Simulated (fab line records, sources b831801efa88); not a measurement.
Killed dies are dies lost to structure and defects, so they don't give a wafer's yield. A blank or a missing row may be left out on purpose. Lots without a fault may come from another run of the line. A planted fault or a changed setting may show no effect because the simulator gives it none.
fab line records | flow gf180mcu
record lots=5 wafers=15 last_day=34
route steps=602 shown M1@333 V1@335 M2@362
lots that met no fault: from a run of the same line without faults
start_h: hours from the record's first day to the start of the lot's first wafer shown | wait_h: hours since the lot's step before | " the same as in the row above | L1.1+2: a row that stands for several wafers | - no value, or no start given | * or withheld: withheld | < > ~ a bound
route shown NAME@n: a module of which the file shows steps, and the number in the route of the first | usual: mean/standard deviation of fault-free wafers | same: alike in all rows | chamber/n: place in a boat | sites: the reading at each site | _std_site: their standard deviation | _edge_site: outer sites' mean less inner sites' | radius_mm: how far each site lies from the wafer's centre | mask NAME#n: copy n | behind: the tool/chamber that last shaped the wafer | hold: why the lot was held/for how many hours/how that ended | device: the transistor (n, p or np) that didn't switch | end of line: the same wafers' tests at the end of the route | a step without rows: its recipe alone | killed: dies lost to structure and defects at the first sort, not the wafer's yield | map: a wafer's dies, x killed, . not, _ none there
set.NAME: the setting as run; set.NAME@STEP: as run at that earlier step | model.NAME: the simulator's own value behind a step, which no gauge read
lots at some steps of the route; a table a step, a row a wafer
services: from which hour (start_h, from the record's first day; less than 0 if before it) a tool's chamber was out of use, for how many hours, and why
## steps
# step GF_M1_STRIP_18
# recipe chemistry=post_etch_residue_remover time_s=1200 temp_c=72.5
# usual bath_guard_temp_C=72.6/0.43
# columns lot.wafer tool chamber start_h wait_h bath_guard_temp_C
L083.2 wet_bench-01 3 463.08 0.1 72.7
L083.3 " 3 " " 72.6
L083.5 " 3 " " 72.4
L087.2 wet_bench-04 3 497.83 0.1 72.8
L087.3 " 3 " " 72.8
L087.5 " 3 " " 72.9
L091.3 wet_bench-03 3 531.08 0.0 72.7
L091.4 " 3 " " 72.7
L091.6 " 3 " " 72.9
L094.2 wet_bench-03 3 560.36 0.1 72.4
L094.3 " 3 " " 72.5
L094.5 " 3 " " 72.7
L095.1 wet_bench-03 3 569.92 0.1 73.1
L095.3 " 3 " " 72.6
L095.6 " 3 " " 73.0
# step GF_M1_CLEAN_19
# recipe chemistry=DIW dry=n2_spin
# columns lot.wafer tool chamber start_h wait_h
L083.2+3+5 wet_bench-03 2 463.42 0.0
L087.2+3+5 wet_bench-03 1 498.17 0.0
L091.3+4+6 wet_bench-04 1 531.42 0.0
L094.2+3+5 wet_bench-04 0 560.73 0.0
L095.1+3+6 wet_bench-04 1 570.29 0.0
# step GF_V1_CVD_00
# recipe material=SiO2 target_thk_nm=600 sigma_open_frac=0.3 temp_c=400 time_s=100 sih4_flow_sccm=60 pressure_mtorr=6
# usual sih4_flow_sccm=60.02/0.18
# columns lot.wafer tool chamber start_h wait_h sih4_flow_sccm
L083.2 hdpcvd-01 1 463.52 0.0 60.13
L083.3 " 0 " " 60.03
L083.5 " 1 " " 59.93
L087.2 hdpcvd-01 0 498.27 0.0 60.05
L087.3 " 2 " " 59.71
L087.5 " 1 " " 59.81
L091.3 hdpcvd-01 1 531.52 0.0 59.91
L091.4 " 1 " " 60.16
L091.6 " 0 " " 60.14
L094.2 hdpcvd-01 0 560.82 0.0 59.96
L094.3 " 1 " " 59.97
L094.5 " 0 " " 59.91
L095.1 hdpcvd-02 1 570.38 0.0 60.37
L095.3 " 2 " " 59.92
L095.6 " 2 " " 59.92
# step GF_V1_THK_MEAS_01
# recipe reads=SiO2_of_V1_CVD_00
# usual V1_CVD_00_THK=599/6.1
# columns lot.wafer tool chamber start_h wait_h V1_CVD_00_THK[nm]
L083.2 film_metro-02 - 463.60 0.0 594
L083.3 " - " " 596
L083.5 " - " " 595
L087.2 film_metro-02 - 498.35 0.0 601
L087.3 " - " " 597
L087.5 " - " " 594
L091.3 film_metro-02 - 531.61 0.1 593
L091.4 " - " " 607
L091.6 " - " " 591
L094.2 film_metro-01 - 560.90 0.0 608
L094.3 " - " " 590
L094.5 " - " " 606
L095.1 film_metro-01 - 570.46 0.0 603
L095.3 " - " " 601
L095.6 " - " " 594
# step GF_V1_CVD_02
# recipe material=SiO2 target_thk_nm=850 precursor=TEOS temp_c=400 time_s=94.851 rf_w=600
# usual heater_power_outer_w=366/78 heater_power_w=635/130
# columns lot.wafer tool chamber start_h wait_h heater_power_outer_w heater_power_w
L083.2 pecvd-02 0 463.65 0.0 591 1031
L083.3 " 2 " " 328 676
L083.5 " 0 " " 445 838
L087.2 pecvd-02 0 498.40 0.0 474 877
L087.3 " 2 " " 332 651
L087.5 " 2 " " 357 718
L091.3 pecvd-04 0 531.65 0.0 341 503
L091.4 " 0 " " 354 523
L091.6 " 2 " " 289 559
L094.2 pecvd-01 2 560.95 0.0 433 708
L094.3 " 2 " " 455 740
L094.5 " 1 " " 476 780
L095.1 pecvd-04 0 570.52 0.1 347 506
L095.3 " 2 " " 313 605
L095.6 " 0 " " 357 537
# step GF_V1_THK_MEAS_03
# recipe reads=SiO2_of_V1_CVD_02
# usual V1_CVD_02_THK=854/14
# columns lot.wafer tool chamber start_h wait_h V1_CVD_02_THK[nm]
L083.2 film_metro-01 - 463.73 0.0 858
L083.3 " - " " 843
L083.5 " - " " 858
L087.2 film_metro-01 - 498.48 0.0 853
L087.3 " - " " 839
L087.5 " - " " 845
L091.3 film_metro-04 - 531.74 0.1 847
L091.4 " - " " 852
L091.6 " - " " 861
L094.2 film_metro-04 - 561.07 0.1 848
L094.3 " - " " 854
L094.5 " - " " 859
L095.1 film_metro-04 - 570.58 0.0 850
L095.3 " - " " 837
L095.6 " - " " 859
# step GF_V1_CMP_04
# recipe material=SiO2 down_force_psi=4 platen_rpm=60 pad_velocity_m_s=0.94248
# usual edge_zone_pressure_frac=1.001/0.0052 motor_current_A=12.8/1.7 slurry_filter_dp_kPa=13.49/0.13 time_to_endpoint_s=84/6.5
# columns lot.wafer tool chamber start_h wait_h edge_zone_pressure_frac motor_current_A slurry_filter_dp_kPa time_to_endpoint_s
L083.2 cmp-01 1 463.78 0.0 1.007 14.8 13.46 91
L083.3 " 2 " " 1.009 13.1 13.76 81
L083.5 " 2 " " 1.003 13.4 13.64 85
L087.3 cmp-02 2 498.53 0.0 0.997 12.9 13.27 83
L087.2 " 1 " " 0.997 13.3 13.62 84
L087.5 " 3 " " 1.003 10.3 13.67 76
L091.3 cmp-02 3 531.83 0.1 1.001 10.1 13.41 78
L091.4 " 0 " " 1.004 9.4 13.45 83
L091.6 " 2 " " 1.005 13.8 13.22 91
L094.2 cmp-02 2 561.12 0.0 1.007 13.8 13.66 81
L094.3 " 1 " " 0.996 14.0 13.54 81
L094.5 " 2 " " 0.994 13.6 13.72 84
L095.3 cmp-01 2 570.64 0.0 1.000 13.5 13.34 79
L095.1 " 3 " " 0.994 14.0 13.42 84
L095.6 " 2 " " 0.995 13.5 13.59 87
# step GF_V1_BOW_MEAS_05
# recipe mode=bow
# usual V1_BOW=83/7.3
# columns lot.wafer tool chamber start_h wait_h V1_BOW[um]
L083.2 film_metro-02 - 464.10 0.3 78
L083.3 " - " " 82
L083.5 " - " " 91
L087.2 film_metro-04 - 498.85 0.1 77
L087.3 " - " " 68
L087.5 " - " " 82
L091.3 film_metro-01 - 532.12 0.2 75
L091.4 " - " " 76
L091.6 " - " " 77
L094.2 film_metro-01 - 561.44 0.3 90
L094.3 " - " " 79
L094.5 " - " " 90
L095.1 film_metro-02 - 570.94 0.2 76
L095.3 " - " " 89
L095.6 " - " " 85
# step GF_V1_DEHYDRATE_06
# recipe temp_c=200 time_s=60
# usual exhaust_pa=45.0/0.89 heater_power_total_W=160.38/0.13
# columns lot.wafer tool chamber start_h wait_h exhaust_pa heater_power_total_W
L083.2 litho_track-01 0 475.36 11.2 46.1 160.62
L083.3 " 0 " " 46.1 160.19
L083.5 " 0 " " 45.7 160.25
L087.2 litho_track-01 0 509.61 10.7 45.1 160.42
L087.3 " 0 " " 44.9 160.55
L087.5 " 0 " " 45.3 160.59
L091.3 litho_track-03 0 543.25 11.1 45.9 160.35
L091.4 " 0 " " 46.4 160.55
L091.6 " 0 " " 46.0 160.15
L094.2 litho_track-04 0 571.25 9.8 43.9 160.23
L094.3 " 0 " " 45.3 160.52
L094.5 " 0 " " 43.0 160.45
L095.1 litho_track-03 0 581.90 10.9 46.1 160.38
L095.3 " 0 " " 45.7 160.47
L095.6 " 0 " " 45.7 160.59
# step GF_V1_HMDS_07
# recipe prime_time_s=60 prime_temp_c=120
# usual exhaust_pa=45.0/0.86
# columns lot.wafer tool chamber start_h wait_h exhaust_pa
L083.2 litho_track-01 0 475.51 0.1 45.2
L083.3 " 0 " " 44.9
L083.5 " 0 " " 45.2
L087.2 litho_track-01 0 509.76 0.1 44.5
L087.3 " 0 " " 44.2
L087.5 " 0 " " 45.0
L091.3 litho_track-03 0 543.40 0.1 45.4
L091.4 " 0 " " 44.5
L091.6 " 0 " " 42.4
L094.2 litho_track-04 0 571.40 0.1 44.2
L094.3 " 0 " " 44.0
L094.5 " 0 " " 45.3
L095.1 litho_track-03 0 582.05 0.1 45.0
L095.3 " 0 " " 46.6
L095.6 " 0 " " 46.1
# step GF_V1_COAT_08
# recipe resist=BARC temp_c=withheld time_s=withheld spin_rpm=withheld resist_thk_nm=withheld
# usual exhaust_pa=45.0/0.93
# columns lot.wafer tool chamber start_h wait_h exhaust_pa
L083.2 litho_track-01 0 475.66 0.1 45.7
L083.3 " 0 " " 46.5
L083.5 " 0 " " 45.1
L087.2 litho_track-01 0 509.91 0.1 44.6
L087.3 " 0 " " 44.6
L087.5 " 0 " " 44.6
L091.3 litho_track-03 0 543.55 0.1 45.9
L091.4 " 0 " " 45.0
L091.6 " 0 " " 44.8
L094.2 litho_track-04 0 571.55 0.1 44.5
L094.3 " 0 " " 44.4
L094.5 " 0 " " 45.0
L095.1 litho_track-03 0 582.20 0.1 44.4
L095.3 " 0 " " 43.6
L095.6 " 0 " " 45.3
# step GF_V1_COAT_09
# recipe resist=KrF spin_rpm=withheld resist_thk_nm=1000
# usual exhaust_pa=45.2/0.92
# columns lot.wafer tool chamber start_h wait_h exhaust_pa
L083.2 litho_track-01 0 - - 44.3
L083.3 " 0 " " 43.4
L083.5 " 0 " " 45.2
L087.2 litho_track-01 0 - - 45.5
L087.3 " 0 " " 44.4
L087.5 " 0 " " 45.2
L091.3 litho_track-03 0 - - 45.2
L091.4 " 0 " " 46.2
L091.6 " 0 " " 45.5
L094.2 litho_track-04 0 - - 43.9
L094.3 " 0 " " 45.2
L094.5 " 0 " " 44.0
L095.1 litho_track-03 0 - - 45.7
L095.3 " 0 " " 45.9
L095.6 " 0 " " 46.5
# step GF_V1_SOFTBAKE_10
# recipe temp_c=130 time_s=60 resist=KrF
# usual exhaust_pa=45.0/0.94 heater_power_total_W=93.04/0.059
# columns lot.wafer tool chamber start_h wait_h exhaust_pa heater_power_total_W
L083.2 litho_track-01 0 - - 44.1 93.08
L083.3 " 0 " " 44.6 93.01
L083.5 " 0 " " 45.6 93.03
L087.2 litho_track-01 0 - - 43.9 93.04
L087.3 " 0 " " 43.7 93.06
L087.5 " 0 " " 44.2 93.03
L091.3 litho_track-03 0 - - 46.2 93.17
L091.4 " 0 " " 45.2 93.10
L091.6 " 0 " " 45.0 93.05
L094.2 litho_track-04 0 - - 45.7 93.07
L094.3 " 0 " " 44.2 92.84
L094.5 " 0 " " 45.0 93.04
L095.1 litho_track-03 0 - - 45.6 93.04
L095.3 " 0 " " 45.0 93.08
L095.6 " 0 " " 44.2 92.87
# step GF_V1_EXPOSE_11
# recipe mask_id=Via1 target_cd_nm=260 na=0.68 source_shape=conventional sigma_outer=0.6 dose_mj=38
# columns lot.wafer tool chamber start_h wait_h mask
L083.2+3+5 krf_scanner-01 0 - - Via1#0
L087.2+3+5 krf_scanner-01 0 - - Via1#0
L091.3+4+6 krf_scanner-02 0 - - Via1#0
L094.2+3+5 krf_scanner-02 0 - - Via1#0
L095.1+3+6 krf_scanner-02 0 - - Via1#0
# step GF_V1_PEB_12
# recipe peb_temp_c=135 peb_time_s=90 resist=KrF
# usual exhaust_pa=44.9/0.9 heater_power_total_W=85.69/0.081
# columns lot.wafer tool chamber start_h wait_h exhaust_pa heater_power_total_W
L083.2 litho_track-03 0 - - 44.4 85.64
L083.3 " 0 " " 43.7 85.70
L083.5 " 0 " " 45.6 85.76
L087.2 litho_track-03 0 - - 46.2 85.69
L087.3 " 0 " " 45.6 85.71
L087.5 " 0 " " 45.9 85.60
L091.3 litho_track-04 0 - - 45.0 85.75
L091.4 " 0 " " 45.3 85.74
L091.6 " 0 " " 44.6 85.76
L094.2 litho_track-03 0 - - 46.1 85.74
L094.3 " 0 " " 46.2 85.62
L094.5 " 0 " " 46.4 85.69
L095.1 litho_track-01 0 - - 44.8 85.62
L095.3 " 0 " " 46.1 85.78
L095.6 " 0 " " 45.0 85.82
# step GF_V1_DEVELOP_13
# recipe develop_time_s=60 resist=KrF dev_temp_c=21
# usual exhaust_pa=44.9/0.87
# same develop_time_s=60
# columns lot.wafer tool chamber start_h wait_h exhaust_pa
L083.2 litho_track-03 0 488.33 0.2 46.2
L083.3 " 0 " " 44.8
L083.5 " 0 " " 44.9
L087.2 litho_track-03 0 521.63 0.2 44.1
L087.3 " 0 " " 45.1
L087.5 " 0 " " 44.8
L091.3 litho_track-04 0 554.87 0.1 45.1
L091.4 " 0 " " 46.0
L091.6 " 0 " " 45.1
L094.2 litho_track-03 0 582.88 0.2 44.6
L094.3 " 0 " " 44.1
L094.5 " 0 " " 45.1
L095.1 litho_track-01 0 593.23 0.2 44.5
L095.3 " 0 " " 45.4
L095.6 " 0 " " 44.1
# step GF_V1_CD_MEAS_14
# recipe target_cd_nm=260
# usual cd_nm=259.6/1.3
# columns lot.wafer tool chamber start_h wait_h cd_nm
L083.2 cd_sem-02 - 488.47 0.1 260.3
L083.3 " - " " 261.3
L083.5 " - " " 261.4
L087.2 cd_sem-01 - 521.82 0.2 258.2
L087.3 " - " " 258.3
L087.5 " - " " 258.3
L091.3 cd_sem-02 - 555.01 0.1 258.0
L091.4 " - " " 257.8
L091.6 " - " " 257.8
L094.2 cd_sem-01 - 583.02 0.1 260.1
L094.3 " - " " 259.9
L094.5 " - " " 260.0
L095.1 cd_sem-01 - 593.38 0.1 260.8
L095.3 " - " " 260.3
L095.6 " - " " 260.2
# step GF_V1_OVL_MEAS_15
# usual V1_OVL=-3/5.2
# columns lot.wafer tool chamber start_h wait_h V1_OVL[nm]
L083.2 overlay-02 - 488.58 0.1 -2
L083.3 " - " " -7
L083.5 " - " " 0
L087.2 overlay-02 - 521.93 0.1 -6
L087.3 " - " " -7
L087.5 " - " " -5
L091.3 overlay-01 - 555.10 0.1 5
L091.4 " - " " -4
L091.6 " - " " -7
L094.2 overlay-01 - 583.13 0.1 -2
L094.3 " - " " 1
L094.5 " - " " 4
L095.1 overlay-02 - 593.50 0.1 -3
L095.3 " - " " -4
L095.6 " - " " -5
# step GF_V1_ETCH_16
# recipe chemistry=N2/H2 target_depth_a=withheld overetch_a=withheld time_s=withheld target=BARC ion_energy_ev=200 source_w=500 bias_w=100 pressure_mtorr=30 n2_flow_sccm=100 h2_flow_sccm=200
# usual drypump_motor_current_A=5.6/0.61 oes_product_au=0.855/0.005 throttle_valve_pct=13.225/0.0082
# columns lot.wafer tool chamber start_h wait_h drypump_motor_current_A oes_product_au throttle_valve_pct
L083.2 rie_diel-04 3 488.61 0.0 4.8 0.863 13.239
L083.3 " 1 " " 6.3 0.860 13.224
L083.5 " 2 " " 5.4 0.856 13.230
L087.2 rie_diel-04 2 521.96 0.0 5.4 0.861 13.216
L087.3 " 3 " " 4.9 0.861 13.216
L087.5 " 3 " " 4.9 0.847 13.225
L091.3 rie_diel-03 2 555.13 0.0 5.1 0.858 13.229
L091.4 " 0 " " 6.2 0.859 13.223
L091.6 " 1 " " 6.3 0.853 13.225
L094.2 rie_diel-02 1 583.16 0.0 6.7 0.849 13.228
L094.3 " 2 " " 5.5 0.852 13.217
L094.5 " 1 " " 6.7 0.858 13.223
L095.1 rie_diel-02 3 593.54 0.0 5.4 0.851 13.217
L095.3 " 2 " " 5.5 0.857 13.228
L095.6 " 3 " " 5.4 0.848 13.200
# step GF_V1_ETCH_17
# recipe chemistry=C4F8/O2/Ar mask_material=KrF target=SiO2 stop_on=TiN source_w=1500 bias_w=1200 pressure_mtorr=40 c4f8_flow_sccm=withheld O2_flow_sccm=6 Ar_flow_sccm=300 time_s=withheld target_depth_a=6300
# usual oes_product_au=0.856/0.005
# columns lot.wafer tool chamber start_h wait_h oes_product_au
L083.2 rie_diel-04 3 - - 0.851
L083.3 " 1 " " 0.855
L083.5 " 2 " " 0.853
L087.2 rie_diel-04 2 - - 0.853
L087.3 " 3 " " 0.853
L087.5 " 3 " " 0.855
L091.3 rie_diel-03 2 - - 0.852
L091.4 " 0 " " 0.857
L091.6 " 1 " " 0.867
L094.2 rie_diel-02 1 - - 0.858
L094.3 " 2 " " 0.855
L094.5 " 1 " " 0.854
L095.1 rie_diel-02 3 - - 0.863
L095.3 " 2 " " 0.857
L095.6 " 3 " " 0.857
# step GF_V1_STRIP_18
# recipe chemistry=O2/N2 power_w=1400 pressure_mtorr=1500 platen_temp_c=250 o2_flow_sccm=3000 n2_flow_sccm=300 overash_fraction=0.5
# usual drypump_motor_current_A=5.6/0.44 heater_power_w=335/25 oes_product_au=0.593/0.0055
# columns lot.wafer tool chamber start_h wait_h drypump_motor_current_A heater_power_w oes_product_au rf_hours_counter_h
L083.2 plasma_asher-01 0 488.74 - 5.7 366 0.588 87
L083.3 " 1 " " 5.1 318 0.597 -
L083.5 " 0 " " 5.7 366 0.593 -
L087.2 plasma_asher-01 0 522.09 - 5.7 373 0.591 91
L087.3 " 0 " " 5.7 365 0.595 -
L087.5 " 0 " " 5.7 364 0.593 -
L091.3 plasma_asher-03 0 555.29 - 5.2 355 0.595 -
L091.4 " 1 " " 6.4 336 0.593 -
L091.6 " 1 " " 6.5 330 0.598 -
L094.2 plasma_asher-01 0 583.29 - 5.7 364 0.596 97
L094.3 " 1 " " 5.1 318 0.589 -
L094.5 " 0 " " 5.7 363 0.589 -
L095.1 plasma_asher-02 1 593.67 - 5.4 291 0.598 52
L095.3 " 1 " " 5.4 291 0.590 -
L095.6 " 0 " " 5.4 359 0.593 -
# step GF_V1_STRIP_19
# recipe chemistry=post_etch_residue_remover time_s=1200 temp_c=72.5
# usual bath_guard_temp_C=72.5/0.45
# columns lot.wafer tool chamber start_h wait_h bath_guard_temp_C
L083.2 wet_bench-02 0 488.84 0.1 72.4
L083.3 " 0 " " 72.6
L083.5 " 0 " " 72.5
L087.2 wet_bench-03 0 522.19 0.1 72.8
L087.3 " 0 " " 73.1
L087.5 " 0 " " 72.8
L091.3 wet_bench-01 2 555.36 0.0 72.9
L091.4 " 2 " " 72.9
L091.6 " 2 " " 72.3
L094.2 wet_bench-01 1 583.39 0.1 72.1
L094.3 " 1 " " 71.7
L094.5 " 1 " " 71.9
L095.1 wet_bench-02 0 593.77 0.1 72.8
L095.3 " 0 " " 72.3
L095.6 " 0 " " 72.4
# step GF_V1_CLEAN_20
# recipe chemistry=DIW dry=n2_spin
# columns lot.wafer tool chamber start_h wait_h
L083.2+3+5 wet_bench-03 1 489.18 0.0
L087.2+3+5 wet_bench-02 0 522.56 0.0
L091.3+4+6 wet_bench-03 1 555.70 0.0
L094.2+3+5 wet_bench-02 3 583.73 0.0
L095.1+3+6 wet_bench-02 2 594.11 0.0
# step GF_V1_SPUTTER_21
# recipe material=Ti target_thk_nm=15 chamber_pressure_pa=5 power_w=2500 substrate_temp_c=200 time_s=80.02
# usual throttle_valve_pct=29.4/1.4
# columns lot.wafer tool chamber start_h wait_h throttle_valve_pct
L083.2 pvd_sputter-01 - 489.27 0.0 30.4
L083.3 " - " " 27.9
L083.5 " - " " 29.5
L087.2 pvd_sputter-01 - 522.65 0.0 30.2
L087.3 " - " " 29.6
L087.5 " - " " 29.6
L091.3 pvd_sputter-02 - 555.82 0.0 28.0
L091.4 " - " " 28.6
L091.6 " - " " 29.0
L094.2 pvd_sputter-02 - 583.85 0.0 31.9
L094.3 " - " " 28.2
L094.5 " - " " 28.4
L095.1 pvd_sputter-03 - 594.20 0.0 32.2
L095.3 " - " " 27.8
L095.6 " - " " 28.0
# step GF_V1_SPUTTER_22
# recipe material=TiN target_thk_nm=10 chamber_pressure_pa=5 power_w=4000 time_s=40
# usual throttle_valve_pct=29.3/1.3
# columns lot.wafer tool chamber start_h wait_h throttle_valve_pct
L083.2 pvd_sputter-01 - 489.33 0.0 30.4
L083.3 " - " " 27.7
L083.5 " - " " 29.6
L087.2 pvd_sputter-01 - 522.71 0.0 30.0
L087.3 " - " " 29.6
L087.5 " - " " 29.5
L091.3 pvd_sputter-02 - 555.88 0.0 28.2
L091.4 " - " " 28.7
L091.6 " - " " 28.3
L094.2 pvd_sputter-02 - 583.92 0.0 31.8
L094.3 " - " " 27.9
L094.5 " - " " 28.1
L095.1 pvd_sputter-03 - 594.26 0.0 32.0
L095.3 " - " " 28.0
L095.6 " - " " 27.9
# step GF_V1_CVD_23
# recipe material=W target_thk_nm=350 time_s=105.05 temp_c=400 pressure_torr=40
# usual chamber_pressure_Torr=40.00/0.086 heater_power_outer_w=498/51 heater_power_w=844/85
# columns lot.wafer tool chamber start_h wait_h chamber_pressure_Torr heater_power_outer_w heater_power_w
L083.2 cvd_w-01 1 489.37 0.0 39.96 546 873
L083.3 " 1 " " 40.10 534 864
L083.5 " 0 " " 39.98 481 843
L087.2 cvd_w-01 0 522.75 0.0 39.87 486 816
L087.3 " 0 " " 40.05 476 838
L087.5 " 1 " " 40.05 539 890
L091.3 cvd_w-01 1 555.95 0.1 40.10 536 882
L091.4 " 0 " " 40.05 486 844
L091.6 " 0 " " 39.98 487 848
L094.2 cvd_w-01 0 583.95 0.0 40.13 481 825
L094.3 " 1 " " 39.97 525 890
L094.5 " 0 " " 39.96 479 832
L095.1 cvd_w-01 0 594.30 0.0 40.03 477 840
L095.3 " 1 " " 40.10 546 885
L095.6 " 1 " " 40.05 525 894
# step GF_V1_RS_MEAS_24
# recipe thk_meas_gauge=four-point-probe reads=W_of_V1_CVD_23+TiN_of_V1_SPUTTER_22+Ti_of_V1_SPUTTER_21
# usual V1_W_RS=0.325/0.0037
# columns lot.wafer tool chamber start_h wait_h V1_W_RS[ohm/sq]
L083.2 film_metro-02 - 489.51 0.1 0.318
L083.3 " - " " 0.319
L083.5 " - " " 0.325
L087.2 film_metro-02 - 522.89 0.1 0.327
L087.3 " - " " 0.325
L087.5 " - " " 0.319
L091.3 film_metro-04 - 556.07 0.1 0.323
L091.4 " - " " 0.329
L091.6 " - " " 0.330
L094.2 film_metro-02 - 584.09 0.1 0.327
L094.3 " - " " 0.323
L094.5 " - " " 0.328
L095.1 film_metro-01 - 594.41 0.1 0.331
L095.3 " - " " 0.328
L095.6 " - " " 0.325
# step GF_V1_THK_MEAS_25
# recipe thk_meas_gauge=xrf reads=W_of_V1_CVD_23
# usual V1_W_THK=348/4.4
# columns lot.wafer tool chamber start_h wait_h V1_W_THK[nm]
L083.2 film_metro-02 - 489.62 0.1 353
L083.3 " - " " 352
L083.5 " - " " 346
L087.2 film_metro-02 - 523.00 0.1 346
L087.3 " - " " 348
L087.5 " - " " 357
L091.3 film_metro-04 - 556.17 0.1 353
L091.4 " - " " 347
L091.6 " - " " 348
L094.2 film_metro-02 - 584.20 0.1 345
L094.3 " - " " 349
L094.5 " - " " 345
L095.1 film_metro-01 - 594.53 0.1 341
L095.3 " - " " 343
L095.6 " - " " 345
# step GF_V1_CMP_26
# recipe stop_on=SiO2 down_force_psi=3.5 platen_rpm=60 t_overpolish_s=15 target_thk_nm=0 pad_velocity_m_s=0.94248
# usual edge_zone_pressure_frac=0.999/0.0049 motor_current_A=11.7/1.6 overpolish_run_s=15.000/0.0091 slurry_filter_dp_kPa=13.49/0.14 time_to_endpoint_s=86/4.9
# columns lot.wafer tool chamber start_h wait_h edge_zone_pressure_frac motor_current_A overpolish_run_s slurry_filter_dp_kPa time_to_endpoint_s
L083.3 cmp-01 3 489.67 0.0 0.996 12.8 14.995 13.49 93
L083.2 " 1 " " 0.995 13.5 15.010 13.83 98
L083.5 " 3 " " 0.994 12.8 15.002 13.33 91
L087.3 cmp-02 3 523.10 0.1 1.001 9.9 15.012 13.42 80
L087.2 " 0 " " 1.002 8.8 14.997 13.46 83
L087.5 " 2 " " 1.002 11.8 15.005 13.50 90
L091.4 cmp-02 3 556.21 0.0 0.999 9.8 15.007 13.76 77
L091.3 " 1 " " 0.995 12.6 15.002 13.41 83
L091.6 " 3 " " 1.003 9.6 14.993 13.62 79
L094.3 cmp-01 3 584.30 0.1 1.002 12.5 14.985 13.31 87
L094.2 " 1 " " 1.003 13.8 15.010 13.57 96
L094.5 " 3 " " 1.003 12.2 14.983 13.47 86
L095.1 cmp-01 1 594.69 0.1 1.003 13.7 15.002 13.36 94
L095.3 " 2 " " 0.985 12.5 15.006 13.53 87
L095.6 " 0 " " 1.003 12.6 14.998 13.39 86
# step GF_M2_SPUTTER_00
# recipe material=Ti target_thk_nm=37.5 arriving_ion_energy_ev=80 substrate_temp_c=200 chamber_pressure_pa=2 power_w=4000 time_s=150
# usual throttle_valve_pct=29.8/1.3
# columns lot.wafer tool chamber start_h wait_h throttle_valve_pct
L083.2 pvd_sputter-04 - 489.97 0.1 30.8
L083.3 " - " " 30.3
L083.5 " - " " 30.7
L087.2 pvd_sputter-03 - 523.35 0.1 29.4
L087.3 " - " " 27.8
L087.5 " - " " 28.3
L091.3 pvd_sputter-04 - 556.51 0.1 29.8
L091.4 " - " " 31.1
L091.6 " - " " 29.9
L094.2 pvd_sputter-01 - 584.55 0.1 30.3
L094.3 " - " " 28.9
L094.5 " - " " 29.9
L095.1 pvd_sputter-01 - 594.89 0.1 29.6
L095.3 " - " " 28.6
L095.6 " - " " 28.6
# step GF_M2_SPUTTER_01
# recipe material=TiN target_thk_nm=30 power_w=6500 time_s=25 chamber_pressure_pa=0.4
# usual throttle_valve_pct=29.8/1.3
# columns lot.wafer tool chamber start_h wait_h throttle_valve_pct
L083.2 pvd_sputter-04 - 490.07 0.1 30.8
L083.3 " - " " 30.7
L083.5 " - " " 30.7
L087.2 pvd_sputter-03 - 523.45 0.1 29.5
L087.3 " - " " 28.1
L087.5 " - " " 28.9
L091.3 pvd_sputter-04 - 556.61 0.1 29.6
L091.4 " - " " 31.4
L091.6 " - " " 30.0
L094.2 pvd_sputter-01 - 584.65 0.1 30.0
L094.3 " - " " 28.9
L094.5 " - " " 29.6
L095.1 pvd_sputter-01 - 594.99 0.1 29.7
L095.3 " - " " 28.8
L095.6 " - " " 28.7
# step GF_M2_SPUTTER_02
# recipe material=AlCu target_thk_nm=450 power_w=10600 time_s=23.9 chamber_pressure_pa=0.4
# usual throttle_valve_pct=29.7/1.3
# columns lot.wafer tool chamber start_h wait_h throttle_valve_pct
L083.2 pvd_sputter-04 - 490.10 0.0 30.9
L083.3 " - " " 30.8
L083.5 " - " " 30.3
L087.2 pvd_sputter-03 - 523.48 0.0 29.0
L087.3 " - " " 27.8
L087.5 " - " " 28.5
L091.3 pvd_sputter-04 - 556.64 0.0 30.2
L091.4 " - " " 31.4
L091.6 " - " " 29.8
L094.2 pvd_sputter-01 - 584.68 0.0 30.3
L094.3 " - " " 29.1
L094.5 " - " " 29.7
L095.1 pvd_sputter-01 - 595.02 0.0 29.4
L095.3 " - " " 28.8
L095.6 " - " " 28.9
# step GF_M2_SPUTTER_03
# recipe material=Ti target_thk_nm=10 substrate_temp_c=300 chamber_pressure_pa=0.3 power_w=3000 time_s=6.7
# usual throttle_valve_pct=29.8/1.3
# columns lot.wafer tool chamber start_h wait_h throttle_valve_pct
L083.2 pvd_sputter-04 - 490.13 0.0 31.0
L083.3 " - " " 30.5
L083.5 " - " " 30.6
L087.2 pvd_sputter-03 - 523.51 0.0 29.3
L087.3 " - " " 27.9
L087.5 " - " " 28.8
L091.3 pvd_sputter-04 - 556.67 0.0 29.8
L091.4 " - " " 31.5
L091.6 " - " " 29.9
L094.2 pvd_sputter-01 - 584.71 0.0 30.2
L094.3 " - " " 28.8
L094.5 " - " " 29.6
L095.1 pvd_sputter-01 - 595.05 0.0 29.7
L095.3 " - " " 28.8
L095.6 " - " " 28.7
# step GF_M2_SPUTTER_04
# recipe material=TiN target_thk_nm=50 power_w=6500 time_s=41.7 chamber_pressure_pa=0.4
# usual throttle_valve_pct=29.8/1.3
# columns lot.wafer tool chamber start_h wait_h throttle_valve_pct
L083.2 pvd_sputter-04 - 490.15 0.0 31.0
L083.3 " - " " 30.7
L083.5 " - " " 30.7
L087.2 pvd_sputter-03 - 523.53 0.0 29.3
L087.3 " - " " 27.9
L087.5 " - " " 28.7
L091.3 pvd_sputter-04 - 556.69 0.0 29.8
L091.4 " - " " 31.0
L091.6 " - " " 29.9
L094.2 pvd_sputter-01 - 584.73 0.0 30.1
L094.3 " - " " 28.7
L094.5 " - " " 29.8
L095.1 pvd_sputter-01 - 595.08 0.0 29.5
L095.3 " - " " 28.6
L095.6 " - " " 28.8
## services
# columns tool chamber start_h hours kind
krf_scanner-02 - 442.01 3.6 pm
cmp-02 - 443.14 2.7 repair
krf_scanner-02 - 445.96 0.8 pm
cmp-01 - 448.01 1.7 repair
pvd_sputter-04 - 462.00 4.1 repair
cmp-01 - 471.93 1.2 repair
rie_diel-02 - 489.52 0.2 repair
cmp-01 - 493.35 2.4 repair
pvd_sputter-02 - 508.12 3.2 repair
cvd_w-01 - 516.35 0.7 repair
cmp-02 - 527.30 1.0 repair
hdpcvd-01 - 539.29 15.0 pm
cmp-01 - 546.80 15.1 pm
rie_diel-04 - 547.13 2.8 pm
wet_bench-02 - 552.20 1.7 repair
pvd_sputter-04 - 557.64 3.3 repair
rie_diel-02 2 559.05 7.6 repair
wet_bench-03 - 570.57 1.9 pm
cmp-01 - 572.26 4.0 pm
rie_diel-04 0 573.58 9.0 repair
pvd_sputter-03 - 580.63 13.0 repair
pvd_sputter-01 - 583.29 1.2 repair
cmp-01 - 589.51 4.4 pm
pvd_sputter-04 - 593.87 2.7 repair
## key
fault none
